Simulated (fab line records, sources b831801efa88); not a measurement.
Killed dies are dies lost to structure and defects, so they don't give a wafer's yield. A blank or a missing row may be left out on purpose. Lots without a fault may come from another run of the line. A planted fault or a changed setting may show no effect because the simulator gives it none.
Which tool did it? | flow sky130 | 13 lots, 39 wafers sampled, at 4 steps of a route of 708

WHAT THE GAUGES READ, wafer by wafer
SKY_LDD_HVP_OVL_MEAS_07. Usual: LDD_HVP_OVL 0.8 nm, standard deviation 1.1.
lot  | measured     | on         | LDD_HVP_OVL (nm) | flag
L586 | day 21 17:35 | overlay-02 | -0.5 0.3 -0.2    |
L587 | day 22 04:02 | overlay-02 | 1.7 0.2 0.0      |
L589 | day 23 00:50 | overlay-02 | -0.2 -1.3 0.2    |
L592 | day 24 01:17 | overlay-02 | 0.8 0.9 0.3      |
L593 | day 24 09:37 | overlay-02 | 1.9 2.1 3.9      |
L594 | day 25 10:59 | overlay-01 | -1.1 0.9 -0.1    |
L597 | day 26 11:50 | overlay-02 | 0.4 2.5 0.8      |
L598 | day 27 05:58 | overlay-01 | 1.5 0.7 0.6      |
L599 | day 27 17:09 | overlay-01 | -0.3 0.2 1.5     |
L600 | day 27 22:41 | overlay-01 | -1.2 -2.4 -0.8   |
L601 | day 27 22:50 | overlay-02 | 1.0 0.9 -0.2     |
L602 | day 28 01:08 | overlay-02 | 0.7 2.0 0.6      |
L608 | day 30 08:14 | overlay-01 | 1.8 0.6 1.0      |

SKY_SD_N_CD_MEAS_07: target cd 380 nm. Usual: cd_nm 380 nm, standard deviation 3.2.
lot  | measured     | on        | cd_nm (nm)  | flag
L586 | day 28 00:02 | cd_sem-01 | 382 382 380 |
L587 | day 28 10:44 | cd_sem-01 | 377 375 377 |
L589 | day 29 06:32 | cd_sem-01 | 374 376 375 |
L592 | day 30 03:59 | cd_sem-02 | 382 383 381 |
L593 | day 30 11:55 | cd_sem-01 | 379 378 380 |
L594 | day 31 11:13 | cd_sem-01 | 384 383 385 |
L597 | day 32 09:58 | cd_sem-02 | 379 380 382 |
L598 | day 33 01:44 | cd_sem-01 | 381 378 377 |
L599 | day 33 13:23 | cd_sem-01 | 377 377 375 |
L600 | day 33 19:05 | cd_sem-01 | 382 383 381 |
L601 | day 33 19:55 | cd_sem-02 | 381 384 382 |
L602 | day 33 23:31 | cd_sem-02 | 383 383 383 |
L608 | day 36 03:11 | cd_sem-02 | 377 378 378 |

WHICH TOOL RAN EACH LOT (tool, then ch and the chambers of the sampled wafers, then the start)
lot  | SKY_FIELD_ISO_ETCH_14             | SKY_LDD_N_IMPLANT_15
L586 | rie_diel-03 ch 0,1,2, day 2 09:58 | implanter-04 ch 0, day 17 20:59
L587 | rie_diel-03 ch 1,2, day 2 16:37   | implanter-04 ch 0, day 18 07:56
L589 | rie_diel-04 ch 0,3, day 3 04:16   | implanter-04 ch 0, day 19 04:59
L592 | rie_diel-01 ch 0,1,3, day 3 16:49 | implanter-02 ch 0, day 20 07:02
L593 | rie_diel-04 ch 0,1,2, day 3 23:38 | implanter-02 ch 0, day 20 15:37
L594 | rie_diel-01 ch 0,1,3, day 4 06:19 | implanter-02 ch 0, day 21 16:00
L597 | rie_diel-04 ch 0,1,2, day 4 18:51 | implanter-02 ch 0, day 22 20:00
L598 | rie_diel-03 ch 1,2,3, day 5 02:04 | implanter-04 ch 0, day 23 13:26
L599 | rie_diel-01 ch 0,2,3, day 5 08:13 | implanter-02 ch 0, day 24 01:55
L600 | rie_diel-03 ch 0,1,3, day 5 12:37 | implanter-02 ch 0, day 24 05:52
L601 | rie_diel-03 ch 1,3, day 5 17:49   | implanter-03 ch 0, day 24 07:13
L602 | rie_diel-03 ch 1,3, day 5 22:49   | implanter-02 ch 0, day 24 09:33
L608 | rie_diel-01 ch 0,3, day 7 06:55   | implanter-04 ch 0, day 26 17:53
- SKY_FIELD_ISO_ETCH_14: etches BARC in N2/H2, stops on SiO2, time 45.9 s, target depth 60 nm.
- SKY_LDD_N_IMPLANT_15

WHAT THE TOOLS THEMSELVES READ (means of the sampled wafers that have a number; where no wafer has one, the mark that the record gives instead)
SKY_FIELD_ISO_ETCH_14. Usual: drypump_motor_current_A 5.7 A, standard deviation 0.42; oes_product_au 0.854 a.u., standard deviation 0.0047; rf_fwd_power_W 494.8 W, standard deviation 2.2; throttle_valve_pct 13.224 %, standard deviation 0.0099.
lot  | tool        | drypump_motor_current_A (A) | oes_product_au (a.u.) | rf_fwd_power_W (W) | throttle_valve_pct (%) | flag
L586 | rie_diel-03 | 5.3                         | 0.854                 | 495.3              | 13.224                 |
L587 | rie_diel-03 | 5.5                         | 0.847                 | 496.1              | 13.213                 |
L589 | rie_diel-04 | 5.4                         | 0.850                 | 494.1              | 13.219                 |
L592 | rie_diel-01 | 6.2                         | 0.849                 | 493.5              | 13.235                 |
L593 | rie_diel-04 | 5.4                         | 0.853                 | 493.5              | 13.232                 |
L594 | rie_diel-01 | 6.2                         | 0.851                 | 493.6              | 13.228                 |
L597 | rie_diel-04 | 5.4                         | 0.857                 | 496.3              | 13.226                 |
L598 | rie_diel-03 | 5.6                         | 0.855                 | 496.4              | 13.219                 |
L599 | rie_diel-01 | 6.0                         | 0.856                 | 494.4              | 13.221                 |
L600 | rie_diel-03 | 5.5                         | 0.854                 | 494.6              | 13.223                 |
L601 | rie_diel-03 | 5.7                         | 0.859                 | 494.7              | 13.224                 |
L602 | rie_diel-03 | 5.6                         | 0.856                 | 493.8              | 13.219                 |
L608 | rie_diel-01 | 6.3                         | 0.857                 | 494.8              | 13.232                 |

SKY_LDD_N_IMPLANT_15. Usual: dose_ions_cm2 5e+12, standard deviation 5.1e+09; faraday_current_uA 28.2, standard deviation 0.56.
lot  | tool         | dose_ions_cm2 | faraday_current_uA | flag
L586 | implanter-04 | 5e+12         | 28.2               |
L587 | implanter-04 | 5e+12         | 28.3               |
L589 | implanter-04 | 5e+12         | 29.2               |
L592 | implanter-02 | 5e+12         | 28.1               |
L593 | implanter-02 | 5e+12         | 28.8               |
L594 | implanter-02 | 5e+12         | 28.0               |
L597 | implanter-02 | 5e+12         | 28.1               |
L598 | implanter-04 | 5e+12         | 28.5               |
L599 | implanter-02 | 9e+12         | 50.9               | OFF
L600 | implanter-02 | 9e+12         | 50.3               | OFF
L601 | implanter-03 | 5e+12         | 27.6               |
L602 | implanter-02 | 9e+12         | 50.0               | OFF
L608 | implanter-04 | 5e+12         | 27.9               |

THE ANSWER, worked out from the rows above alone
Rule: a lot is off if the mean of its wafers that have a number lies more than 3 standard deviations from the usual mean. A lot without any number at a reading at which 4 lots or more have one is off too. The other lots that the step has rows for count as sound. The gauges are gone through in route order, then the tools' own readings, and for those a lot's mean is taken as printed above. The first step at which some lot is off is used, and at that step the reading that is off furthest; a lot without a number counts as furthest.
Off: L599, L600, L602, at SKY_LDD_N_IMPLANT_15 (dose_ions_cm2).
A tool fits if, at that step or a process step before it, it ran every lot that is off, and no sound lot after the first of them. One fits: implanter-02 at SKY_LDD_N_IMPLANT_15. Its last sound lot is L597 (day 22 20:00), its first lot that is off L599 (day 24 01:55): a fault that began between those two fits.
The tool's own readings at SKY_LDD_N_IMPLANT_15 bear it out: on the lots that are off they differ by more than 5 times the standard deviation of the sound lots' means. dose_ions_cm2 reads 9e+12 there against 5e+12 on the sound lots; faraday_current_uA reads 50.4 there against 28.3 on the sound lots.

WHAT THE SIMULATOR HAD PUT IN
Process parameter drift: implanter-02, from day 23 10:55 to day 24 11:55, at SKY_LDD_N_IMPLANT_15. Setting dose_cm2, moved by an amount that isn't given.
Lots struck among those shown: L599, L600, L602. The rule above found the same.
